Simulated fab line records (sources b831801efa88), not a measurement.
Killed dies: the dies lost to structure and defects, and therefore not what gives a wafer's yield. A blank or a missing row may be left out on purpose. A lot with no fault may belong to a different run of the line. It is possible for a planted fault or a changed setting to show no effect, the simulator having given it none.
What tool caused it? / flow sky130 / 36 wafers from 13 lots sampled at 5 of the route's 708 steps

## WHAT THE GAUGES SHOWED, per wafer
SKY_SD_N_OVL_MEAS_08.
lot=L531; measured=day 27 21:09; on=overlay-02; SD_N_OVL (nm)=0.9 -0.4 -0.3
lot=L532; measured=day 28 00:46; on=overlay-01; SD_N_OVL (nm)=0.3 1.0 1.2
lot=L533; measured=day 28 18:20; on=overlay-01; SD_N_OVL (nm)=-1.1 0.5 -0.2
lot=L535; measured=day 29 08:01; on=overlay-02; SD_N_OVL (nm)=1.6 0.0 1.1
lot=L539; measured=day 30 15:56; on=overlay-01; SD_N_OVL (nm)=-1.9 -0.3
lot=L541; measured=day 31 08:03; on=overlay-01; SD_N_OVL (nm)=-2.1 -2.4
lot=L543; measured=day 32 03:06; on=overlay-01; SD_N_OVL (nm)=-3.3 -1.0
lot=L546; measured=day 33 01:16; on=overlay-02; SD_N_OVL (nm)=1.5 0.2 1.3
lot=L549; measured=day 34 04:25; on=overlay-02; SD_N_OVL (nm)=2.7 0.8 1.5
lot=L551; measured=day 34 16:09; on=overlay-02; SD_N_OVL (nm)=1.9 2.1 1.9
lot=L552; measured=day 34 23:23; on=overlay-01; SD_N_OVL (nm)=-1.8 -0.1 -1.9
lot=L553; measured=day 35 07:07; on=overlay-02; SD_N_OVL (nm)=1.3 -0.8 1.6
lot=L554; measured=day 35 18:49; on=overlay-01; SD_N_OVL (nm)=1.3 0.3 1.3

SKY_LI_CONTACT_THK_MEAS_01.
lot=L531; measured=day 27 22:21; on=film-metro-03; LI_CONTACT_HDPCVD_THK (nm)=934 928 933
lot=L532; measured=day 28 01:58; on=film-metro-04; LI_CONTACT_HDPCVD_THK (nm)=927 930 927
lot=L533; measured=day 28 19:32; on=film-metro-04; LI_CONTACT_HDPCVD_THK (nm)=933 933 928
lot=L535; measured=day 29 09:13; on=film-metro-04; LI_CONTACT_HDPCVD_THK (nm)=918 922 926
lot=L539; measured=day 30 17:08; on=film-metro-03; LI_CONTACT_HDPCVD_THK (nm)=934 943
lot=L541; measured=day 31 09:16; on=film-metro-02; LI_CONTACT_HDPCVD_THK (nm)=927 935
lot=L543; measured=day 32 04:19; on=film-metro-02; LI_CONTACT_HDPCVD_THK (nm)=936 921
lot=L546; measured=day 33 02:29; on=film-metro-03; LI_CONTACT_HDPCVD_THK (nm)=935 937 937
lot=L549; measured=day 34 05:37; on=film-metro-03; LI_CONTACT_HDPCVD_THK (nm)=934 929 933
lot=L551; measured=day 34 17:21; on=film-metro-02; LI_CONTACT_HDPCVD_THK (nm)=940 940 937
lot=L552; measured=day 35 00:36; on=film-metro-04; LI_CONTACT_HDPCVD_THK (nm)=946 942 964
lot=L553; measured=day 35 08:19; on=film-metro-03; LI_CONTACT_HDPCVD_THK (nm)=946 940 934
lot=L554; measured=day 35 20:01; on=film-metro-03; LI_CONTACT_HDPCVD_THK (nm)=941 926 924

SKY_CONTACT_THK_MEAS_03.
lot=L531; measured=day 30 10:57; on=film-metro-02; CONTACT_HDPCVD_THK (nm)=572 564 564
lot=L532; measured=day 30 13:53; on=film-metro-01; CONTACT_HDPCVD_THK (nm)=566 564 568
lot=L533; measured=day 31 06:25; on=film-metro-01; CONTACT_HDPCVD_THK (nm)=560 561 561
lot=L535; measured=day 31 20:44; on=film-metro-01; CONTACT_HDPCVD_THK (nm)=561 566 569
lot=L539; measured=day 33 02:59; on=film-metro-01; CONTACT_HDPCVD_THK (nm)=568 1016
lot=L541; measured=day 33 18:30; on=film-metro-02; CONTACT_HDPCVD_THK (nm)=1016 1015
lot=L543; measured=day 34 12:52; on=film-metro-04; CONTACT_HDPCVD_THK (nm)=567 1017
lot=L546; measured=day 35 09:26; on=film-metro-01; CONTACT_HDPCVD_THK (nm)=565 569 567
lot=L549; measured=day 36 12:31; on=film-metro-02; CONTACT_HDPCVD_THK (nm)=576 577 579
lot=L551; measured=day 37 00:08; on=film-metro-04; CONTACT_HDPCVD_THK (nm)=569 566 567
lot=L552; measured=day 37 08:05; on=film-metro-02; CONTACT_HDPCVD_THK (nm)=567 563 565
lot=L553; measured=day 37 15:27; on=film-metro-02; CONTACT_HDPCVD_THK (nm)=575 565 568
lot=L554; measured=day 38 02:30; on=film-metro-02; CONTACT_HDPCVD_THK (nm)=570 573 568

## TOOL THAT RAN EACH LOT (tool first, then ch and the chambers of the sampled wafers, then the start)
lot=L531; SKY_LI_CONTACT_CMP_24=cmp-02 ch 0,1,3, day 29 04:41; SKY_CONTACT_HDPCVD_02=hdpcvd-02 ch 0,1,2, day 30 10:53
lot=L532; SKY_LI_CONTACT_CMP_24=cmp-02 ch 1,2,3, day 29 08:15; SKY_CONTACT_HDPCVD_02=hdpcvd-02 ch 0,2, day 30 13:48
lot=L533; SKY_LI_CONTACT_CMP_24=cmp-01 ch 1,2,3, day 30 01:02; SKY_CONTACT_HDPCVD_02=hdpcvd-01 ch 0,1,2, day 31 06:20
lot=L535; SKY_LI_CONTACT_CMP_24=cmp-01 ch 0,1,3, day 30 15:19; SKY_CONTACT_HDPCVD_02=hdpcvd-02 ch 0,2, day 31 20:40
lot=L539; SKY_LI_CONTACT_CMP_24=cmp-01 ch 0,2, day 31 22:40; SKY_CONTACT_HDPCVD_02=hdpcvd-01 ch 1,2, day 33 02:55
lot=L541; SKY_LI_CONTACT_CMP_24=cmp-02 ch 1,2, day 32 14:26; SKY_CONTACT_HDPCVD_02=hdpcvd-01 ch 0,1, day 33 18:25
lot=L543; SKY_LI_CONTACT_CMP_24=cmp-01 ch 1,2, day 33 08:35; SKY_CONTACT_HDPCVD_02=hdpcvd-01 ch 2, day 34 12:47
lot=L546; SKY_LI_CONTACT_CMP_24=cmp-01 ch 0,1, day 34 05:54; SKY_CONTACT_HDPCVD_02=hdpcvd-02 ch 0,1,2, day 35 09:22
lot=L549; SKY_LI_CONTACT_CMP_24=cmp-02 ch 2,3, day 35 09:04; SKY_CONTACT_HDPCVD_02=hdpcvd-02 ch 0,2, day 36 12:25
lot=L551; SKY_LI_CONTACT_CMP_24=cmp-01 ch 0,1,2, day 35 20:40; SKY_CONTACT_HDPCVD_02=hdpcvd-02 ch 0,2, day 37 00:02
lot=L552; SKY_LI_CONTACT_CMP_24=cmp-01 ch 0,3, day 36 04:17; SKY_CONTACT_HDPCVD_02=hdpcvd-01 ch 0,1,2, day 37 08:01
lot=L553; SKY_LI_CONTACT_CMP_24=cmp-01 ch 0,2,3, day 36 12:07; SKY_CONTACT_HDPCVD_02=hdpcvd-02 ch 0,1, day 37 15:22
lot=L554; SKY_LI_CONTACT_CMP_24=cmp-02 ch 1,3, day 36 23:02; SKY_CONTACT_HDPCVD_02=hdpcvd-01 ch 0,2, day 38 02:26
- SKY_LI_CONTACT_CMP_24: polishes, stops on PSG, t overpolish 20 s, target thk 0 nm.
- SKY_CONTACT_HDPCVD_02: deposits SiO2, target thk 565 nm, time 94.2 s.

## WHAT THE TOOLS THEMSELVES READ (means of the sampled wafers that have a number; where no wafer has one, the mark that the record gives instead)
SKY_LI_CONTACT_CMP_24.
lot=L531; tool=cmp-02; motor-current-A (A)=10.6; overpolish-run-s (s)=20.005; slurry-flow-ml-min=150.3; time-to-endpoint-s (s)=102
lot=L532; tool=cmp-02; motor-current-A (A)=11.0; overpolish-run-s (s)=19.996; slurry-flow-ml-min=149.7; time-to-endpoint-s (s)=97
lot=L533; tool=cmp-01; motor-current-A (A)=11.3; overpolish-run-s (s)=19.995; slurry-flow-ml-min=149.8; time-to-endpoint-s (s)=99
lot=L535; tool=cmp-01; motor-current-A (A)=10.9; overpolish-run-s (s)=19.998; slurry-flow-ml-min=149.8; time-to-endpoint-s (s)=92
lot=L539; tool=cmp-01; motor-current-A (A)=10.2; overpolish-run-s (s)=20.005; slurry-flow-ml-min=149.6; time-to-endpoint-s (s)=100
lot=L541; tool=cmp-02; motor-current-A (A)=11.1; overpolish-run-s (s)=19.998; slurry-flow-ml-min=149.8; time-to-endpoint-s (s)=100
lot=L543; tool=cmp-01; motor-current-A (A)=9.9; overpolish-run-s (s)=20.004; slurry-flow-ml-min=150.1; time-to-endpoint-s (s)=92
lot=L546; tool=cmp-01; motor-current-A (A)=9.7; overpolish-run-s (s)=20.002; slurry-flow-ml-min=150.1; time-to-endpoint-s (s)=96
lot=L549; tool=cmp-02; motor-current-A (A)=11.5; overpolish-run-s (s)=20.008; slurry-flow-ml-min=150.0; time-to-endpoint-s (s)=99
lot=L551; tool=cmp-01; motor-current-A (A)=10.2; overpolish-run-s (s)=19.997; slurry-flow-ml-min=149.8; time-to-endpoint-s (s)=98
lot=L552; tool=cmp-01; motor-current-A (A)=11.3; overpolish-run-s (s)=20.001; slurry-flow-ml-min=150.0; time-to-endpoint-s (s)=95
lot=L553; tool=cmp-01; motor-current-A (A)=10.7; overpolish-run-s (s)=20.011; slurry-flow-ml-min=149.8; time-to-endpoint-s (s)=97
lot=L554; tool=cmp-02; motor-current-A (A)=11.6; overpolish-run-s (s)=19.996; slurry-flow-ml-min=150.3; time-to-endpoint-s (s)=99

## THE ANSWER, worked out from the rows above alone
Rule: what is usual is taken from the lots themselves. The widest of any qualifying gaps counts: lots, ordered by their means at a reading, are off when they make up no more than a third of the lots, leave a main group of 4 or more, and stand apart from it by 3 or more times the standard deviation of that group's means. If all means in a main group match to the digits the tables above print for the reading, that group is not used. A lot without any number at a reading at which 4 lots or more have one is off too. The other lots that the step has rows for count as sound. First the gauges in route order, then the tools' own readings, where a lot's mean is used as printed above. The first step at which some lot is off is used, and at that step the reading that is off furthest; a lot without a number counts as furthest.
Off: L539, L541, L543, seen at SKY_CONTACT_THK_MEAS_03 (CONTACT_HDPCVD_THK). The main group has a mean of 568 nm with a standard deviation of 4.1.
If a tool, at a process step before that reading, ran all the lots that are off and no sound lot after the first of them, it fits. Those tools and the gauges at SKY_CONTACT_THK_MEAS_03 are tried in the same way. Not one of the candidates tried fits.

## WHAT THE SIMULATOR HAD PUT IN
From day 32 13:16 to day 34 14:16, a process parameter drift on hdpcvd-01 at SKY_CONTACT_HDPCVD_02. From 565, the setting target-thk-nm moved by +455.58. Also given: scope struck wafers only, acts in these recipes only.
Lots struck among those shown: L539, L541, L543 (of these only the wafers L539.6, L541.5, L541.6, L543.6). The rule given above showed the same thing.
